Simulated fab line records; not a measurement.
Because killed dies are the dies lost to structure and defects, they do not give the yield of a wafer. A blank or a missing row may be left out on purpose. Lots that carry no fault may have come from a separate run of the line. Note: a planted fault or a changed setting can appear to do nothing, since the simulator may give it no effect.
fab line records ; flow gf180mcu
record lots=6; wafers=18; last_day=34
route steps=602 shown V1@361 M2@362
lots with no fault: from the same line, run without faults
start_h: the number of hours between the record's first day and the start of the first shown wafer of the lot ; wait_h: how many hours have passed since the lot's step before this one ; " the same as in the row above ; L1.1+2: a single row standing in for several wafers ; - value missing, or start not given ; * or withheld: withheld ; < > ~ a bound
route shown NAME@n: NAME is a module with steps in the file, n the number in the route of the first one ; usual: the fault-free wafers' mean and standard deviation ; same: alike in all rows ; chamber/n: place in a boat ; sites: each site's reading ; _std_site: their standard deviation ; _edge_site: inner sites' mean taken away from outer sites' mean ; radius_mm: how far each site lies from the wafer's centre ; mask NAME#n: copy n ; behind: the last tool/chamber to shape the wafer ; hold: why the lot went on hold/how many hours it stayed there/how the hold came to an end ; device: whichever transistor did not switch (one of n, p or np) ; end of line: at the end of the route, the tests of the same wafers ; for a step that has no rows: nothing shown but its recipe ; killed: dies lost to structure and defects at the first sort, not the wafer's yield ; map: a wafer's dies, x killed, . not, _ none there
set.NAME: the setting as run; set.NAME@STEP: as run at that earlier step ; model.NAME: the simulator's own value behind a step, which no gauge read
certain route steps with their lots: each step a table, each wafer a row
services: a tool's chamber out of use, with start hour (start_h, from the record's first day; less than 0 if before it), hours out, and reason
## steps
# step GF_V1_CMP_26
# recipe stop_on=SiO2; down_force_psi=3.5; platen_rpm=60; t_overpolish_s=15; target_thk_nm=0; pad_velocity_m_s=0.94248
# step GF_M2_SPUTTER_00
# recipe material=Ti; target_thk_nm=37.5; arriving_ion_energy_ev=80; substrate_temp_c=200; chamber_pressure_pa=2; power_w=4000; time_s=150
# usual throttle_valve_pct=30.1/1
lot.wafer;tool;chamber;start_h;wait_h;throttle_valve_pct
L545.1;pvd_sputter-02;-;440.78;0.1;29.8
L545.2;pvd_sputter-02;-;440.78;0.1;28.8
L545.3;pvd_sputter-02;-;440.78;0.1;31.6
L546.1;pvd_sputter-03;-;450.30;0.1;31.1
L546.4;pvd_sputter-03;-;450.30;0.1;28.4
L546.5;pvd_sputter-03;-;450.30;0.1;30.6
L547.1;pvd_sputter-02;-;458.14;0.1;29.0
L547.4;pvd_sputter-02;-;458.14;0.1;29.4
L547.6;pvd_sputter-02;-;458.14;0.1;31.2
L556.1;pvd_sputter-03;-;539.78;0.2;30.9
L556.3;pvd_sputter-03;-;539.78;0.2;30.5
L556.6;pvd_sputter-03;-;539.78;0.2;31.4
L557.1;pvd_sputter-04;-;543.80;0.2;30.9
L557.4;pvd_sputter-04;-;543.80;0.2;29.7
L557.6;pvd_sputter-04;-;543.80;0.2;31.5
L563.1;pvd_sputter-04;-;593.29;0.2;31.3
L563.4;pvd_sputter-04;-;593.29;0.2;29.9
L563.5;pvd_sputter-04;-;593.29;0.2;29.8
# step GF_M2_SPUTTER_01
# recipe material=TiN; target_thk_nm=30; power_w=6500; time_s=25; chamber_pressure_pa=0.4
# usual throttle_valve_pct=30.1/1
lot.wafer;tool;chamber;start_h;wait_h;throttle_valve_pct
L545.1;pvd_sputter-02;-;440.88;0.1;30.3
L545.2;pvd_sputter-02;-;440.88;0.1;28.9
L545.3;pvd_sputter-02;-;440.88;0.1;31.6
L546.1;pvd_sputter-03;-;450.40;0.1;31.0
L546.4;pvd_sputter-03;-;450.40;0.1;28.3
L546.5;pvd_sputter-03;-;450.40;0.1;30.8
L547.1;pvd_sputter-02;-;458.24;0.1;29.0
L547.4;pvd_sputter-02;-;458.24;0.1;29.4
L547.6;pvd_sputter-02;-;458.24;0.1;31.0
L556.1;pvd_sputter-03;-;539.88;0.1;30.9
L556.3;pvd_sputter-03;-;539.88;0.1;30.8
L556.6;pvd_sputter-03;-;539.88;0.1;31.6
L557.1;pvd_sputter-04;-;543.90;0.1;30.9
L557.4;pvd_sputter-04;-;543.90;0.1;30.0
L557.6;pvd_sputter-04;-;543.90;0.1;31.2
L563.1;pvd_sputter-04;-;593.39;0.1;31.1
L563.4;pvd_sputter-04;-;593.39;0.1;29.9
L563.5;pvd_sputter-04;-;593.39;0.1;29.9
# step GF_M2_SPUTTER_02
# recipe material=AlCu; target_thk_nm=450; power_w=10600; time_s=23.9; chamber_pressure_pa=0.4
# step GF_M2_SPUTTER_03
# recipe material=Ti; target_thk_nm=10; substrate_temp_c=300; chamber_pressure_pa=0.3; power_w=3000; time_s=6.7
# usual throttle_valve_pct=30.1/1
lot.wafer;tool;chamber;start_h;wait_h;throttle_valve_pct
L545.1;pvd_sputter-02;-;440.94;0.0;30.2
L545.2;pvd_sputter-02;-;440.94;0.0;28.8
L545.3;pvd_sputter-02;-;440.94;0.0;31.5
L546.1;pvd_sputter-03;-;450.47;0.0;31.0
L546.4;pvd_sputter-03;-;450.47;0.0;28.1
L546.5;pvd_sputter-03;-;450.47;0.0;30.7
L547.1;pvd_sputter-02;-;458.30;0.0;28.7
L547.4;pvd_sputter-02;-;458.30;0.0;29.5
L547.6;pvd_sputter-02;-;458.30;0.0;31.4
L556.1;pvd_sputter-03;-;539.95;0.0;30.8
L556.3;pvd_sputter-03;-;539.95;0.0;30.8
L556.6;pvd_sputter-03;-;539.95;0.0;31.4
L557.1;pvd_sputter-04;-;543.96;0.0;31.1
L557.4;pvd_sputter-04;-;543.96;0.0;30.0
L557.6;pvd_sputter-04;-;543.96;0.0;31.0
L563.1;pvd_sputter-04;-;593.45;0.0;31.1
L563.4;pvd_sputter-04;-;593.45;0.0;30.1
L563.5;pvd_sputter-04;-;593.45;0.0;30.3
# step GF_M2_SPUTTER_04
# recipe material=TiN; target_thk_nm=50; power_w=6500; time_s=41.7; chamber_pressure_pa=0.4
# usual throttle_valve_pct=30.1/1
lot.wafer;tool;chamber;start_h;wait_h;throttle_valve_pct
L545.1;pvd_sputter-02;-;440.96;0.0;30.2
L545.2;pvd_sputter-02;-;440.96;0.0;28.5
L545.3;pvd_sputter-02;-;440.96;0.0;31.5
L546.1;pvd_sputter-03;-;450.49;0.0;30.7
L546.4;pvd_sputter-03;-;450.49;0.0;28.1
L546.5;pvd_sputter-03;-;450.49;0.0;30.4
L547.1;pvd_sputter-02;-;458.33;0.0;28.9
L547.4;pvd_sputter-02;-;458.33;0.0;29.6
L547.6;pvd_sputter-02;-;458.33;0.0;31.4
L556.1;pvd_sputter-03;-;539.97;0.0;30.8
L556.3;pvd_sputter-03;-;539.97;0.0;30.5
L556.6;pvd_sputter-03;-;539.97;0.0;31.8
L557.1;pvd_sputter-04;-;543.98;0.0;31.1
L557.4;pvd_sputter-04;-;543.98;0.0;30.2
L557.6;pvd_sputter-04;-;543.98;0.0;31.1
L563.1;pvd_sputter-04;-;593.47;0.0;30.9
L563.4;pvd_sputter-04;-;593.47;0.0;29.9
L563.5;pvd_sputter-04;-;593.47;0.0;30.0
# step GF_M2_RS_MEAS_05
# recipe thk_meas_gauge=four-point-probe; reads=TiN_of_M2_SPUTTER_04+Ti_of_M2_SPUTTER_03+AlCu_of_M2_SPUTTER_02+TiN_of_M2_SPUTTER_01+Ti_of_M2_SPUTTER_00
# usual M2_ALCU_RS=0.0694/0.00084
lot.wafer;tool;chamber;start_h;wait_h;M2_ALCU_RS[ohm/sq]
L545.1;film_metro-04;-;441.00;0.0;0.0694
L545.2;film_metro-04;-;441.00;0.0;0.0697
L545.3;film_metro-04;-;441.00;0.0;0.0702
L546.1;film_metro-02;-;450.53;0.0;0.0706
L546.4;film_metro-02;-;450.53;0.0;0.0701
L546.5;film_metro-02;-;450.53;0.0;0.0707
L547.1;film_metro-03;-;458.36;0.0;0.0690
L547.4;film_metro-03;-;458.36;0.0;0.0681
L547.6;film_metro-03;-;458.36;0.0;0.0695
L556.1;film_metro-02;-;540.01;0.0;0.0696
L556.3;film_metro-02;-;540.01;0.0;0.0693
L556.6;film_metro-02;-;540.01;0.0;0.0699
L557.1;film_metro-02;-;544.02;0.0;0.0685
L557.4;film_metro-02;-;544.02;0.0;0.0693
L557.6;film_metro-02;-;544.02;0.0;0.0685
L563.1;film_metro-04;-;593.51;0.0;0.0707
L563.4;film_metro-04;-;593.51;0.0;0.0710
L563.5;film_metro-04;-;593.51;0.0;0.0711
# step GF_M2_THK_MEAS_06
# recipe thk_meas_gauge=xrf; reads=AlCu_of_M2_SPUTTER_02
# usual M2_ALCU_THK=451/6.3
lot.wafer;tool;chamber;start_h;wait_h;M2_ALCU_THK[nm]
L545.1;film_metro-04;-;441.12;0.1;447
L545.2;film_metro-04;-;441.12;0.1;445
L545.3;film_metro-04;-;441.12;0.1;440
L546.1;film_metro-02;-;450.65;0.1;446
L546.4;film_metro-02;-;450.65;0.1;447
L546.5;film_metro-02;-;450.65;0.1;445
L547.1;film_metro-03;-;458.48;0.1;451
L547.4;film_metro-03;-;458.48;0.1;457
L547.6;film_metro-03;-;458.48;0.1;447
L556.1;film_metro-02;-;540.13;0.1;450
L556.3;film_metro-02;-;540.13;0.1;449
L556.6;film_metro-02;-;540.13;0.1;451
L557.1;film_metro-02;-;544.14;0.1;457
L557.4;film_metro-02;-;544.14;0.1;453
L557.6;film_metro-02;-;544.14;0.1;462
L563.1;film_metro-04;-;593.63;0.1;438
L563.4;film_metro-04;-;593.63;0.1;437
L563.5;film_metro-04;-;593.63;0.1;438
# step GF_M2_DEHYDRATE_07
# recipe temp_c=200; time_s=60
# step GF_M2_HMDS_08
# recipe prime_time_s=60; prime_temp_c=120
# step GF_M2_COAT_09
# recipe resist=KrF; spin_rpm=withheld; resist_thk_nm=1000
# step GF_M2_SOFTBAKE_10
# recipe temp_c=130; time_s=60; resist=KrF
# step GF_M2_EXPOSE_11
# recipe mask_id=Metal2; target_cd_nm=280; na=0.68; source_shape=conventional; sigma_outer=0.6; dose_mj=28
lot.wafer;tool;chamber;start_h;wait_h;mask
L545.1+2+3;krf_scanner-02;0;452.94;-;Metal2#0
L546.1+4+5;krf_scanner-02;0;462.84;-;Metal2#0
L547.1+4+6;krf_scanner-02;0;470.64;-;Metal2#0
L556.1+3+6;krf_scanner-01;0;551.37;-;Metal2#0
L557.1+4+6;krf_scanner-02;0;555.51;-;Metal2#0
L563.1+4+5;krf_scanner-02;0;603.84;-;Metal2#0
# step GF_M2_PEB_12
# recipe peb_temp_c=135; peb_time_s=90; resist=KrF
# step GF_M2_DEVELOP_13
# recipe develop_time_s=60; dev_temp_c=21
# step GF_M2_CD_MEAS_14
# recipe target_cd_nm=280
# usual cd_nm=280.3/1.5
lot.wafer;tool;chamber;start_h;wait_h;hold;cd_nm
L545.1;cd_sem-02;-;464.58;0.1;-;280.4
L545.2;cd_sem-02;-;464.58;0.1;-;281.1
L545.3;cd_sem-02;-;464.58;0.1;-;281.5
L546.1;cd_sem-02;-;474.88;0.1;await_dispo/0.2h/release;228.3
L546.4;cd_sem-02;-;474.88;0.1;await_dispo/0.2h/release;191.6
L546.5;cd_sem-02;-;474.88;0.1;await_dispo/0.2h/release;247.8
L546.1;cd_sem-02;-;475.17;0.3;-;228.8
L546.4;cd_sem-02;-;475.17;0.3;-;191.6
L546.5;cd_sem-02;-;475.17;0.3;-;247.6
L547.1;cd_sem-01;-;482.28;0.1;await_dispo/0.2h/release;244.5
L547.4;cd_sem-01;-;482.28;0.1;await_dispo/0.2h/release;203.7
L547.6;cd_sem-01;-;482.28;0.1;await_dispo/0.2h/release;239.8
L547.1;cd_sem-01;-;482.57;0.3;-;244.2
L547.4;cd_sem-01;-;482.57;0.3;-;204.1
L547.6;cd_sem-01;-;482.57;0.3;-;240.5
L556.1;cd_sem-02;-;562.53;0.1;-;280.2
L556.3;cd_sem-02;-;562.53;0.1;-;280.8
L556.6;cd_sem-02;-;562.53;0.1;-;279.8
L557.1;cd_sem-02;-;566.29;0.1;-;281.8
L557.4;cd_sem-02;-;566.29;0.1;-;281.5
L557.6;cd_sem-02;-;566.29;0.1;-;280.3
L563.1;cd_sem-02;-;614.19;0.1;-;278.8
L563.4;cd_sem-02;-;614.19;0.1;-;278.6
L563.5;cd_sem-02;-;614.19;0.1;-;277.4
# step GF_M2_OVL_MEAS_15
# usual M2_OVL=0/5.1
lot.wafer;tool;chamber;start_h;wait_h;hold;M2_OVL[nm]
L545.1;overlay-01;-;464.70;0.1;-;0
L545.2;overlay-01;-;464.70;0.1;-;-4
L545.3;overlay-01;-;464.70;0.1;-;8
L546.1;overlay-02;-;480.10;4.9;await_dispo/4.8h/release;7
L546.4;overlay-02;-;480.10;4.9;await_dispo/4.8h/release;0
L546.5;overlay-02;-;480.10;4.9;await_dispo/4.8h/release;8
L547.1;overlay-01;-;491.48;8.9;await_dispo/8.7h/release;6
L547.4;overlay-01;-;491.48;8.9;await_dispo/8.7h/release;0
L547.6;overlay-01;-;491.48;8.9;await_dispo/8.7h/release;0
L556.1;overlay-01;-;562.65;0.1;-;-7
L556.3;overlay-01;-;562.65;0.1;-;-9
L556.6;overlay-01;-;562.65;0.1;-;-9
L557.1;overlay-02;-;566.41;0.1;-;-3
L557.4;overlay-02;-;566.41;0.1;-;-1
L557.6;overlay-02;-;566.41;0.1;-;5
L563.1;overlay-01;-;614.31;0.1;-;-2
L563.4;overlay-01;-;614.31;0.1;-;-1
L563.5;overlay-01;-;614.31;0.1;-;-1
# step GF_M2_METAL_ETCH_16
# recipe chemistry=Cl2/BCl3; mask_material=KrF; target_depth_nm=627.5; stop_on=SiO2; pressure_mtorr=8; icp_w=800; bias_w=140; Cl2_flow_sccm=80; bcl3_flow_sccm=40; time_s=104.6
# usual drypump_motor_current_A=6.0/0.6; oes_product_au=0.972/0.0061; rf_fwd_power_W=795.3/2.5; throttle_valve_pct=28.250/0.01
lot.wafer;tool;chamber;start_h;wait_h;drypump_motor_current_A;oes_product_au;rf_fwd_power_W;rf_hours_counter_h;throttle_valve_pct;model.M2.cd_nm
L545.1;rie_metal-03;1;464.74;0.0;6.7;0.974;793.5;1;28.258;290.8
L545.2;rie_metal-03;0;464.74;0.0;6.5;0.971;792.4;7;28.245;284.2
L545.3;rie_metal-03;0;464.74;0.0;6.5;0.974;795.2;-;28.271;284.8
L546.1;rie_metal-01;0;480.14;0.0;5.5;0.965;793.3;10;28.254;223.5
L546.4;rie_metal-01;0;480.14;0.0;5.5;0.968;792.4;-;28.266;187.5
L546.5;rie_metal-01;0;480.14;0.0;5.5;0.972;789.1;-;28.264;242.8
L547.1;rie_metal-03;1;491.52;0.0;6.7;0.970;791.5;2;28.233;248.8
L547.4;rie_metal-03;0;491.52;0.0;6.5;0.978;795.1;-;28.237;201.4
L547.6;rie_metal-03;1;491.52;0.0;6.7;0.969;792.7;-;28.259;242.6
L556.1;rie_metal-01;0;562.69;0.0;5.5;0.974;798.0;12;28.242;273.3
L556.3;rie_metal-01;0;562.69;0.0;5.6;0.973;796.6;-;28.234;272.6
L556.6;rie_metal-01;0;562.69;0.0;5.6;0.973;798.6;-;28.259;273.4
L557.1;rie_metal-04;1;566.45;0.0;4.7;0.977;796.8;3;28.241;283.6
L557.4;rie_metal-04;0;566.45;0.0;6.4;0.966;797.8;-;28.236;280.2
L557.6;rie_metal-04;1;566.45;0.0;4.7;0.976;799.6;-;28.238;278.3
L563.1;rie_metal-04;0;614.35;0.0;6.4;0.967;797.6;7;28.249;277.9
L563.4;rie_metal-04;1;614.35;0.0;4.7;0.965;794.5;-;28.267;279.4
L563.5;rie_metal-04;0;614.35;0.0;6.4;0.977;794.9;-;28.256;276.3
# step GF_M2_STRIP_17
# recipe chemistry=O2/N2; power_w=1400; pressure_mtorr=1500; platen_temp_c=250; o2_flow_sccm=3000; n2_flow_sccm=300; overash_fraction=0.5
# usual drypump_motor_current_A=5.8/0.48; heater_power_w=340/20; oes_product_au=0.557/0.0048; strip_time_to_endpoint_s=7.87/0.055
lot.wafer;tool;chamber;start_h;wait_h;drypump_motor_current_A;heater_power_w;oes_product_au;rf_hours_counter_h;strip_time_to_endpoint_s
L545.1;plasma_asher-04;0;464.85;0.1;5.9;331;0.561;69;7.95
L545.2;plasma_asher-04;1;464.85;0.1;6.1;348;0.554;69;7.89
L545.3;plasma_asher-04;0;464.85;0.1;6.0;327;0.564;-;7.89
L546.1;plasma_asher-01;1;480.36;0.2;6.6;379;0.559;5;7.85
L546.4;plasma_asher-01;1;480.36;0.2;6.6;370;0.562;-;7.86
L546.5;plasma_asher-01;0;480.36;0.2;5.3;332;0.556;-;7.86
L547.1;plasma_asher-04;0;491.63;0.1;5.9;328;0.559;71;7.98
L547.4;plasma_asher-04;1;491.63;0.1;6.1;340;0.563;-;7.87
L547.6;plasma_asher-04;1;491.63;0.1;6.1;350;0.569;-;7.97
L556.1;plasma_asher-01;1;562.80;0.1;6.7;374;0.559;15;7.85
L556.3;plasma_asher-01;1;562.80;0.1;6.6;372;0.560;-;7.86
L556.6;plasma_asher-01;1;562.80;0.1;6.6;378;0.557;-;7.86
L557.1;plasma_asher-02;0;566.56;0.1;5.9;328;0.548;86;7.82
L557.4;plasma_asher-02;1;566.56;0.1;5.2;320;0.556;-;7.83
L557.6;plasma_asher-02;1;566.56;0.1;5.2;319;0.551;-;7.81
L563.1;plasma_asher-01;1;614.46;0.1;6.6;375;0.551;20;7.82
L563.4;plasma_asher-01;1;614.46;0.1;6.6;372;0.561;-;7.81
L563.5;plasma_asher-01;1;614.46;0.1;6.6;390;0.552;-;7.77
## services
tool;chamber;start_h;hours;kind
krf_scanner-02;-;418.92;1.3;pm
pvd_sputter-03;-;420.59;18.3;repair
plasma_asher-01;-;421.25;9.0;pm
pvd_sputter-03;-;428.16;3.1;repair
rie_metal-04;-;433.60;0.6;repair
krf_scanner-01;-;439.17;3.6;pm
krf_scanner-01;-;446.85;0.3;repair
pvd_sputter-03;-;458.45;15.5;repair
krf_scanner-01;-;465.26;0.8;pm
pvd_sputter-04;-;468.90;2.7;repair
krf_scanner-01;-;472.83;1.0;pm
pvd_sputter-03;-;481.06;3.0;repair
krf_scanner-02;-;491.02;3.6;pm
plasma_asher-04;-;492.97;3.2;repair
krf_scanner-02;-;494.58;0.8;pm
krf_scanner-02;-;498.16;1.0;pm
plasma_asher-01;-;506.92;3.2;repair
pvd_sputter-02;-;533.96;1.3;repair
rie_metal-01;-;581.86;2.8;pm
krf_scanner-02;-;584.96;0.4;repair
plasma_asher-01;-;587.64;2.8;pm
krf_scanner-02;-;594.82;1.3;pm
rie_metal-04;0;595.77;2.5;repair
rie_metal-01;-;604.67;2.0;repair
## key
first_sign step=GF_M2_CD_MEAS_14; reading=visit; direction=added
effect step=GF_M2_CD_MEAS_14; reading=cd_nm; direction=down; sigmas=36; usual=280.3; struck=226.0
model_effect step=GF_M2_METAL_ETCH_16; value=M2.cd_nm; without=280.4; struck=224.4
met_at GF_M2_EXPOSE_11
struck_wafers L546.1,L546.4,L546.5,L547.1,L547.4,L547.6
later_rows_left_out L546.1,L546.4,L547.4
sort_left_out L546.1,L546.4,L546.5,L547.1,L547.4,L547.6
onset_between 452.94 462.84
fault kind=process_parameter_drift; tool=krf_scanner-02; chamber=-; onset_h=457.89; steps=GF_M2_EXPOSE_11; channel=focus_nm; offset=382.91; spread_by_wafer=0.3; shape=step; end_h=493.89
# sort_left_out: the simulated sort isn't trusted on such a fault, so these wafers' sort isn't shown, and their yield isn't known
# later_rows_left_out: the simulator's readings of these wafers behind a module that went badly wrong aren't trusted and aren't shown, but for the sort
